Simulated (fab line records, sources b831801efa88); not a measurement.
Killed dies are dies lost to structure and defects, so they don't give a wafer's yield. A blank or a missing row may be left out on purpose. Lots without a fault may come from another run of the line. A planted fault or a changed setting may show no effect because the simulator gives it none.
Chamber matching | flow sky130 | SKY_POLY_CUT_ETCH_11 on rie_diel-03: 4 sister chambers
The step etches Si3N4 in CF4/CH2F2/Ar, stops on poly-Si, time 42.5 s, target depth 60 nm. 4 wafers are shown with their chamber, then 11 later ones without.

WAFERS WITH THEIR CHAMBER
wafer  | chamber | drypump_motor_current_A (A)
L084.4 | 0       | 5.6
L089.1 | 2       | 6.3
L089.3 | 1       | 5.6
L090.2 | 3       | 5.9

WAFERS WITHOUT THEIR CHAMBER
wafer  | drypump_motor_current_A (A)
L090.4 | 5.6
L090.6 | 5.5
L091.1 | 6.3
L091.3 | 5.6
L091.6 | 5.6
L092.4 | 5.6
L092.5 | 5.6
L092.6 | 6.3
L095.1 | 5.9
L095.4 | 6.3
L095.6 | 5.5

WHICH CHAMBER EACH WENT THROUGH
wafer  | from the rows above     | in truth
L090.4 | can't be placed: 0 or 1 | 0
L090.6 | can't be placed: 0 or 1 | 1
L091.1 | 2                       | 2
L091.3 | can't be placed: 0 or 1 | 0
L091.6 | can't be placed: 0 or 1 | 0
L092.4 | can't be placed: 0 or 1 | 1
L092.5 | can't be placed: 0 or 1 | 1
L092.6 | 2                       | 2
L095.1 | 3                       | 3
L095.4 | 2                       | 2
L095.6 | can't be placed: 0 or 1 | 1
Placed correctly: 4 of 11. Can't be placed from these rows: 7 (the true chamber is among the candidates in 7). Placed wrongly: 0.
How it was worked out, from the rows above alone: a wafer's distance from a chamber is the root of the sum, over the readings, of the square of ((its reading less the chamber's mean) divided by the reading's scatter). The wafer belongs to the nearest chamber; if the next one is less than 2 further off, it can't be placed. A chamber's mean is the mean of its shown wafers. The scatter: with one shown wafer a chamber, the root of the mean of the squares of how far each hidden wafer lies from its nearest shown one.
